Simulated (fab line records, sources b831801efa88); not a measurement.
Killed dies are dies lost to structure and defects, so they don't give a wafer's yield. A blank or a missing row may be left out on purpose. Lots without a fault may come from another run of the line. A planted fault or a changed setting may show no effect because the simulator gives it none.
fab line records | flow sky130
record lots=6 wafers=18 last_day=50
route steps=708 shown LI_CONTACT@364 PAD_OPEN@708
lots that met no fault: from a run of the same line without faults
start_h: hours from the record's first day to the start of the lot's first wafer shown | wait_h: hours since the lot's step before | " the same as in the row above | L1.1+2: a row that stands for several wafers | - no value, or no start given | * or withheld: withheld | < > ~ a bound
route shown NAME@n: a module of which the file shows steps, and the number in the route of the first | usual: mean/standard deviation of fault-free wafers | same: alike in all rows | chamber/n: place in a boat | sites: the reading at each site | _std_site: their standard deviation | _edge_site: outer sites' mean less inner sites' | radius_mm: how far each site lies from the wafer's centre | mask NAME#n: copy n | behind: the tool/chamber that last shaped the wafer | hold: why the lot was held/for how many hours/how that ended | device: the transistor (n, p or np) that didn't switch | end of line: the same wafers' tests at the end of the route | a step without rows: its recipe alone | killed: dies lost to structure and defects at the first sort, not the wafer's yield | map: a wafer's dies, x killed, . not, _ none there
set.NAME: the setting as run; set.NAME@STEP: as run at that earlier step | model.NAME: the simulator's own value behind a step, which no gauge read
lots at some steps of the route; a table a step, a row a wafer
services: from which hour (start_h, from the record's first day; less than 0 if before it) a tool's chamber was out of use, for how many hours, and why
## steps
# step SKY_LI_CONTACT_CMP_02
# recipe material=PSG down_force_psi=4 platen_rpm=60 pad_velocity_m_s=0.94248
# usual motor_current_A=12.3/1.1 time_to_endpoint_s=32/3.8
# columns lot.wafer tool chamber start_h wait_h motor_current_A time_to_endpoint_s
L435.4 cmp-02 3 663.94 0.0 11.2 26
L435.2 " 0 " " 13.3 30
L435.6 " 0 " " 13.5 29
L438.3 cmp-01 1 727.88 0.2 11.4 30
L438.6 " 2 " " 12.4 34
L438.5 " 3 " " 13.9 36
L440.4 cmp-01 0 728.69 0.1 12.8 36
L440.5 " 2 " " 12.6 35
L440.6 " 3 " " 13.8 37
L446.1 cmp-01 3 750.53 0.1 14.2 37
L446.4 " 1 " " 11.6 28
L446.5 " 0 " " 13.3 35
L448.1 cmp-02 2 772.53 0.1 11.0 24
L448.4 " 3 " " 10.2 27
L448.6 " 1 " " 11.8 30
L449.2 cmp-01 0 819.88 0.1 12.9 37
L449.5 " 3 " " 13.9 39
L449.6 " 0 " " 12.7 32
# step SKY_LI_CONTACT_BOW_MEAS_03
# recipe mode=bow
# usual LI_CONTACT_BOW=57/7
# columns lot.wafer tool chamber start_h wait_h LI_CONTACT_BOW[um]
L435.2 film_metro-02 - 664.26 0.2 65
L435.4 " - " " 49
L435.6 " - " " 64
L438.3 film_metro-01 - 728.07 0.1 53
L438.5 " - " " 59
L438.6 " - " " 60
L440.4 film_metro-01 - 728.95 0.2 59
L440.5 " - " " 65
L440.6 " - " " 61
L446.1 film_metro-03 - 750.83 0.2 52
L446.4 " - " " 74
L446.5 " - " " 51
L448.1 film_metro-03 - 772.73 0.1 52
L448.4 " - " " 54
L448.6 " - " " 52
L449.2 film_metro-03 - 820.15 0.2 75
L449.5 " - " " 47
L449.6 " - " " 75
# step SKY_LI_CONTACT_DEHYDRATE_04
# recipe temp_c=200 time_s=60
# step SKY_LI_CONTACT_HMDS_05
# recipe prime_time_s=60 prime_temp_c=120
# step SKY_LI_CONTACT_COAT_06
# recipe resist=BARC temp_c=withheld time_s=withheld spin_rpm=3000 resist_thk_nm=60
# step SKY_LI_CONTACT_COAT_07
# recipe resist=KrF-thick spin_rpm=3043 resist_thk_nm=450
# step SKY_LI_CONTACT_SOFTBAKE_08
# recipe temp_c=100 time_s=90 resist=KrF-thick
# step SKY_LI_CONTACT_EXPOSE_09
# recipe mask_id=LICM1 na=0.8 source_shape=annular sigma_inner=0.55 sigma_outer=0.85 target_cd_nm=170 dose_mj=38
# step SKY_LI_CONTACT_PEB_10
# recipe peb_temp_c=withheld peb_time_s=withheld resist=KrF-thick
# step SKY_LI_CONTACT_DEVELOP_11
# recipe develop_time_s=60 resist=KrF-thick dev_temp_c=21
# step SKY_LI_CONTACT_CD_MEAS_12
# recipe target_cd_nm=170
# usual cd_nm=169.7/1.3
# columns lot.wafer tool chamber start_h wait_h cd_nm
L435.2 cd_sem-02 - 692.90 - 170.5
L435.4 " - " " 168.3
L435.6 " - " " 168.2
L438.3 cd_sem-01 - 755.19 - 170.8
L438.5 " - " " 172.0
L438.6 " - " " 170.6
L440.4 cd_sem-02 - 756.76 - 170.0
L440.5 " - " " 168.6
L440.6 " - " " 168.5
L446.1 cd_sem-01 - 777.98 - 170.0
L446.4 " - " " 171.0
L446.5 " - " " 169.3
L448.1 cd_sem-02 - 799.15 - 170.6
L448.4 " - " " 167.7
L448.6 " - " " 169.9
L449.2 cd_sem-02 - 846.67 - 169.3
L449.5 " - " " 170.7
L449.6 " - " " 169.1
# step SKY_LI_CONTACT_OVL_MEAS_13
# usual LI_CONTACT_OVL=5/5.1
# columns lot.wafer tool chamber start_h wait_h LI_CONTACT_OVL[nm]
L435.2 overlay-01 - 693.00 0.1 16
L435.4 " - " " 12
L435.6 " - " " 14
L438.3 overlay-02 - 755.28 0.1 6
L438.5 " - " " 0
L438.6 " - " " -1
L440.4 overlay-02 - 756.84 0.1 6
L440.5 " - " " 9
L440.6 " - " " 4
L446.1 overlay-02 - 778.10 0.1 1
L446.4 " - " " 6
L446.5 " - " " -2
L448.1 overlay-01 - 799.27 0.1 1
L448.4 " - " " -3
L448.6 " - " " -7
L449.2 overlay-02 - 846.77 0.1 11
L449.5 " - " " 8
L449.6 " - " " 2
# step SKY_LI_CONTACT_ETCH_14
# recipe chemistry=N2/H2 target=BARC ion_energy_ev=200 source_w=500 bias_w=100 pressure_mtorr=30 n2_flow_sccm=100 h2_flow_sccm=200 stop_on=SiO2 time_s=45.9 target_depth_a=600
# usual chamber_pressure_mTorr=30.00/0.031 drypump_motor_current_A=5.4/0.4 oes_product_au=0.856/0.0049 throttle_valve_pct=13.225/0.0091
# columns lot.wafer tool chamber start_h wait_h chamber_pressure_mTorr drypump_motor_current_A oes_product_au rf_hours_counter_h throttle_valve_pct model.KrF-thick_of_LI_CONTACT_COAT_07.thk_nm
L435.2 rie_diel-02 1 693.03 0.0 30.00 5.4 0.857 2 13.232 389.8
L435.4 " 2 " " 30.02 5.7 0.856 36 13.241 388.9
L435.6 " 1 " " 30.00 5.4 0.861 - 13.219 388.9
L438.3 rie_diel-04 0 755.30 0.0 30.06 4.8 0.858 9 13.222 390.9
L438.5 " 3 " " 30.02 5.1 0.859 - 13.209 390.2
L438.6 " 0 " " 30.02 4.8 0.859 - 13.232 392.1
L440.4 rie_diel-04 3 756.86 0.0 30.07 5.1 0.854 8 13.217 390.5
L440.5 " 1 " " 30.02 5.6 0.861 - 13.233 390.5
L440.6 " 0 " " 29.98 4.8 0.858 - 13.236 391.8
L446.1 rie_diel-03 3 778.13 0.0 29.95 5.9 0.856 11 13.215 388.4
L446.4 " 2 " " 30.02 5.4 0.855 2 13.240 389.6
L446.5 " 1 " " 29.98 5.0 0.857 - 13.228 389.6
L448.1 rie_diel-03 1 799.30 0.0 30.04 5.0 0.859 11 13.213 390.4
L448.4 " 2 " " 30.04 5.3 0.851 3 13.229 391
L448.6 " 1 " " 30.00 5.0 0.858 - 13.209 391.9
L449.2 rie_diel-04 0 846.80 0.0 30.01 4.8 0.857 11 13.224 390.5
L449.5 " 0 " " 30.01 4.8 0.858 - 13.223 389
L449.6 " 1 " " 30.00 5.6 0.859 - 13.214 387.4
# step SKY_LI_CONTACT_ETCH_15
# recipe target=PSG chemistry=C4F8/O2/Ar stop_on=Si taper_deg=4.15 mask_material=KrF-thick source_w=1500 bias_w=1200 pressure_mtorr=40 c4f8_flow_sccm=withheld O2_flow_sccm=6 Ar_flow_sccm=300 time_s=withheld target_depth_a=6000
# usual chamber_pressure_mTorr=40.00/0.038 oes_product_au=0.837/0.0052
# columns lot.wafer tool chamber start_h wait_h chamber_pressure_mTorr oes_product_au
L435.2 rie_diel-02 1 693.07 0.0 40.03 0.834
L435.4 " 2 " " 39.99 0.831
L435.6 " 1 " " 40.02 0.843
L438.3 rie_diel-04 0 755.35 0.0 39.93 0.839
L438.5 " 3 " " 40.03 0.831
L438.6 " 0 " " 39.97 0.839
L440.4 rie_diel-04 3 756.90 0.0 40.01 0.832
L440.5 " 1 " " 40.03 0.836
L440.6 " 0 " " 40.05 0.844
L446.1 rie_diel-03 3 778.17 0.0 39.95 0.839
L446.4 " 2 " " 39.94 0.842
L446.5 " 1 " " 39.92 0.833
L448.1 rie_diel-03 1 799.35 0.0 39.92 0.839
L448.4 " 2 " " 40.01 0.844
L448.6 " 1 " " 40.04 0.839
L449.2 rie_diel-04 0 846.85 0.0 40.06 0.836
L449.5 " 0 " " 40.05 0.839
L449.6 " 1 " " 40.03 0.835
# step SKY_PAD_OPEN_PROBE_99
# usual killed_at_M0_to_M3=44/7.1 killed_at_M4_up=3.1/1.8 killed_at_contacts=24/5.3 killed_at_front_end=15/4.5 killed_at_other=0.2/0.42 killed_dies=86/9.6 killed_open=46/6.9 killed_short=40/6.4
# same gross_dies=492 killed_at_back_side=0
# columns lot.wafer tool chamber start_h wait_h killed_at_M0_to_M3 killed_at_M4_up killed_at_contacts killed_at_front_end killed_at_other killed_dies killed_open killed_short
L438.3 prober-01 - 1130.61 0.2 50 3 27 14 1 95 49 46
L438.5 prober-01 - 1130.71 0.2 52 4 25 10 0 91 51 40
L438.6 prober-01 - 1130.76 0.2 41 1 27 10 0 79 39 40
L440.4 prober-02 - 1136.35 0.2 43 6 20 26 0 95 46 49
L440.5 prober-02 - 1136.40 0.2 42 2 24 25 0 93 50 43
L440.6 prober-02 - 1136.45 0.2 44 1 23 12 0 80 42 38
L446.1 prober-02 - 1146.93 0.1 32 4 33 13 0 82 41 41
L446.4 prober-02 - 1147.08 0.2 42 3 19 14 0 78 42 36
L446.5 prober-02 - 1147.13 0.2 36 3 22 12 0 73 40 33
L449.2 prober-01 - 1194.35 0.1 38 11 26 9 0 84 41 43
L449.5 prober-01 - 1194.50 0.2 32 0 18 18 0 68 39 29
L449.6 prober-01 - 1194.55 0.2 42 2 17 11 0 72 42 30
# killed by level:class
L438.3 VIA1:geometric_particle:open=11 LOCAL_INTERCONNECT:geometric_particle:short=7 VIA2:geometric_particle:short=6 LI_CONTACT:geometric_particle:open=6 CONTACT:geometric_particle:short=6 VIA3:geometric_particle:open=6 METAL2:geometric_particle:short=6 CONTACT:geometric_particle:open=5
L438.5 VIA2:geometric_particle:open=10 CONTACT:geometric_particle:open=9 VIA1:geometric_particle:open=8 LI_CONTACT:geometric_particle:open=7 METAL1:geometric_particle:short=7 VIA1:geometric_particle:short=7 FIELD_ISO:geometric_particle:open=5 VIA3:geometric_particle:open=5
L438.6 CONTACT:geometric_particle:open=11 VIA1:geometric_particle:open=8 LI_CONTACT:geometric_particle:open=5 CONTACT:geometric_particle:short=5 VIA1:geometric_particle:short=5 METAL2:geometric_particle:short=5 VIA3:geometric_particle:open=5 FIELD_ISO:geometric_particle:short=4
L440.4 VIA2:geometric_particle:open=10 POLY_GATE:geometric_particle:short=8 CONTACT:geometric_particle:open=7 METAL2:geometric_particle:short=7 FIELD_ISO:geometric_particle:open=6 VIA3:geometric_particle:open=6 FIELD_ISO:geometric_particle:short=5 LI_CONTACT:geometric_particle:open=5
L440.5 VIA2:geometric_particle:open=8 VIA3:geometric_particle:open=8 POLY_GATE:geometric_particle:open=7 VIA2:geometric_particle:short=6 POLY_GATE:geometric_particle:short=6 LI_CONTACT:geometric_particle:open=6 VIA1:geometric_particle:open=5 LI_CONTACT:geometric_particle:short=5
L440.6 CONTACT:geometric_particle:open=10 METAL2:geometric_particle:short=9 VIA3:geometric_particle:open=8 VIA1:geometric_particle:open=6 FIELD_ISO:geometric_particle:open=4 VIA2:geometric_particle:short=4 CONTACT:geometric_particle:short=4 VIA3:geometric_particle:short=4
L446.1 CONTACT:geometric_particle:open=12 CONTACT:geometric_particle:short=9 VIA1:geometric_particle:open=7 METAL2:geometric_particle:short=6 LI_CONTACT:geometric_particle:open=6 POLY_GATE:geometric_particle:open=4 LOCAL_INTERCONNECT:geometric_particle:short=4 METAL1:geometric_particle:short=4
L446.4 VIA2:geometric_particle:open=10 VIA1:geometric_particle:open=9 FIELD_ISO:geometric_particle:short=7 CONTACT:geometric_particle:open=7 VIA1:geometric_particle:short=6 VIA3:geometric_particle:short=4 CONTACT:geometric_particle:short=4 METAL2:geometric_particle:short=4
L446.5 METAL2:geometric_particle:short=8 CONTACT:geometric_particle:open=8 VIA1:geometric_particle:open=7 FIELD_ISO:geometric_particle:open=5 LI_CONTACT:geometric_particle:open=5 CONTACT:geometric_particle:short=5 VIA3:geometric_particle:open=5 VIA2:geometric_particle:open=4
L449.2 VIA1:geometric_particle:open=11 CONTACT:geometric_particle:open=10 METAL4:geometric_particle:short=8 VIA1:geometric_particle:short=6 LI_CONTACT:geometric_particle:open=5 VIA2:geometric_particle:open=5 LOCAL_INTERCONNECT:geometric_particle:short=4 CONTACT:geometric_particle:short=4
L449.5 VIA1:geometric_particle:open=9 LI_CONTACT:geometric_particle:open=7 FIELD_ISO:geometric_particle:short=6 CONTACT:geometric_particle:open=5 VIA2:geometric_particle:open=5 POLY_GATE:geometric_particle:short=4 VIA1:geometric_particle:short=4 VIA3:geometric_particle:open=4
L449.6 LI_CONTACT:geometric_particle:open=11 VIA1:geometric_particle:open=7 VIA1:geometric_particle:short=7 VIA3:geometric_particle:open=5 METAL1:geometric_particle:open=4 VIA2:geometric_particle:open=4 POLY_GATE:geometric_particle:open=3 CONTACT:geometric_particle:open=3
## services
# columns tool chamber start_h hours kind
cmp-01 - 643.49 0.8 repair
rie_diel-02 0 648.24 3.9 repair
rie_diel-02 1 665.34 13.0 repair
rie_diel-03 2 676.76 2.4 repair
rie_diel-03 2 679.12 - clean
rie_diel-03 2 679.12 17.0 scheduled_down
rie_diel-03 2 679.12 17.0 vent_cycle
rie_diel-02 3 681.63 9.6 repair
cmp-01 - 692.35 11.5 repair
rie_diel-03 3 699.27 10.7 repair
rie_diel-04 1 701.69 6.6 repair
rie_diel-04 2 704.91 8.3 repair
rie_diel-02 2 712.88 19.9 repair
cmp-02 - 741.39 12.4 pm
cmp-02 - 753.75 4.0 pm
cmp-02 - 757.75 - consumable_replace:conditioner
cmp-02 - 757.75 - consumable_replace:pad
rie_diel-02 2 773.23 - clean
rie_diel-02 2 773.23 20.0 scheduled_down
rie_diel-02 2 773.23 20.0 vent_cycle
rie_diel-02 0 793.27 - clean
cmp-01 - 808.40 0.9 repair
rie_diel-04 0 819.41 6.5 repair
cmp-01 - 838.76 1.9 repair
## key
first_sign none at tools or gauges
model_effect step=SKY_LI_CONTACT_ETCH_14 value=KrF-thick_of_LI_CONTACT_COAT_07.thk_nm without=389.3 struck=391.6
met_at SKY_LI_CONTACT_ETCH_14
struck_wafers L438.3,L438.6,L440.6
tester_left_out L438,L440
fault kind=process_parameter_drift tool=rie_diel-04 chamber=0 onset_h=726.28 steps=SKY_LI_CONTACT_ETCH_14 channel=ion_energy_ev offset=-32 shape=step end_h=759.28 acts_in=these_recipes_only stated=200
# tester_left_out: of these lots the tester's yield and bins aren't shown, on N5 and GAA mostly nor the transistor test; their killed dies are dies lost to structure and defects alone, not to doping, threshold or leakage, so they don't give the yield
